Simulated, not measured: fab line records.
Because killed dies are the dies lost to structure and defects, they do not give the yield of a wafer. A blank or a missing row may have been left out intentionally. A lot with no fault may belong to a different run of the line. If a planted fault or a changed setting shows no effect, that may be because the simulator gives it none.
Split-lot experiment | flow sky130 | 23 wafers read across 5 lots, on a route 708 steps long

## SPLIT DETAILS
At SKY_SD_N_IMPLANT_10, the setting energy-kev was moved away from the recipe's 20 on 7 of the 23 wafers read, by -6.0% to +5.2%. For the rest of the wafers, this setting stayed at what the recipe calls for.

The reading comes from the split's own step.

## THE READING
In nm, at SKY_SD_N_IMPLANT_10: implant.drp-nm, which is the simulator's own figure and was read by no gauge. No usual value for it is given in the file.

wafer  | tool, chamber at the split | energy-kev as run | against the recipe | implant.drp-nm, nm | against lot-mates on the recipe
L079.1 | implanter-01, 0            | 20                | recipe             | 13                 | -
L079.2 | implanter-01, 0            | 20                | recipe             | 13                 | -
L079.3 | implanter-01, 0            | 20                | recipe             | 13                 | -
L079.4 | implanter-01, 0            | 20                | recipe             | 13                 | -
L079.6 | implanter-01, 0            | 20                | recipe             | 13                 | -
L080.1 | implanter-01, 0            | 20                | recipe             | 13                 | -
L080.5 | implanter-01, 0            | 20                | recipe             | 13                 | -
L080.2 | implanter-01, 0            | 18.8              | -6.0%              | 12.52              | -0.48
L080.4 | implanter-01, 0            | 18.8              | -6.0%              | 12.52              | -0.48
L080.6 | implanter-01, 0            | 18.8              | -6.0%              | 12.52              | -0.48
L081.1 | implanter-02, 0            | 20                | recipe             | 13                 | -
L081.2 | implanter-02, 0            | 20                | recipe             | 13                 | -
L081.3 | implanter-02, 0            | 20                | recipe             | 13                 | -
L084.2 | implanter-04, 0            | 18.91             | -5.4%              | 12.57              | -0.43
L084.4 | implanter-04, 0            | 18.91             | -5.4%              | 12.57              | -0.43
L084.3 | implanter-04, 0            | 20                | recipe             | 13                 | -
L084.5 | implanter-04, 0            | 20                | recipe             | 13                 | -
L084.6 | implanter-04, 0            | 20                | recipe             | 13                 | -
L085.1 | implanter-04, 0            | 21.04             | +5.2%              | 13.4               | +0.40
L085.6 | implanter-04, 0            | 21.04             | +5.2%              | 13.4               | +0.40
L085.2 | implanter-04, 0            | 20                | recipe             | 13                 | -
L085.3 | implanter-04, 0            | 20                | recipe             | 13                 | -
L085.5 | implanter-04, 0            | 20                | recipe             | 13                 | -

FIT RESULTS
A straight line over all 23 wafers: implant.drp-nm changes by +0.0788 nm for each +1% of energy-kev; r = +1.00; the points scatter about the line by 0.0036 nm.
The same after taking each lot's own level away (the mean of its wafers on the recipe; 23 wafers): +0.0788 nm for each +1%; r = +1.00; scatter 0.0036 nm.
On that fit, the largest move of energy-kev shifts the reading by 0.47 nm.
The lots' own levels span 13.000 to 13.000 nm.
The two slopes agree, so the slope changes little with the lot-to-lot level.
Check: for one of the wafers moved furthest among these (-6.0%), held out of the fit, the line's prediction against its lot-mates is -0.474 nm. Against them it came out at -0.48 nm.

## OTHER SPLITS APPLIED TO THESE WAFERS
Other splits were also applied to these wafers ahead of the reading. Each is held against what the fit with the lots' levels taken away leaves over:
other split on the same wafers     | wafers away from the commonest value | r with implant.drp-nm (lot level and that fit taken away)
SKY_LDD_LDN_IMPLANT_09 dose-cm2    | 7                                    | +0.50
SKY_SD_P_DEVELOP_06 develop-time-s | 7                                    | -0.04
SKY_SD_P_IMPLANT_09 energy-kev     | 9                                    | -0.38
SKY_SD_N_EXPOSE_04 dose-mj         | 5                                    | -0.04

## THE WHOLE CHAIN: every reading that the file lists as answering this split, in the file's order
step                | what it does | reading                                                         | change (the file's fit)                | r (the file's)
SKY_SD_N_IMPLANT_10 |              | implant.rp-nm (the simulator's own value, which no gauge read)  | +0.188 nm for each +1% of the setting  | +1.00
SKY_SD_N_IMPLANT_10 |              | implant.drp-nm (the simulator's own value, which no gauge read) | +0.0788 nm for each +1% of the setting | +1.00

## FILE'S OWN FIT
implant.drp-nm changes by +0.0788 nm for each +1% of energy-kev, r = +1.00.
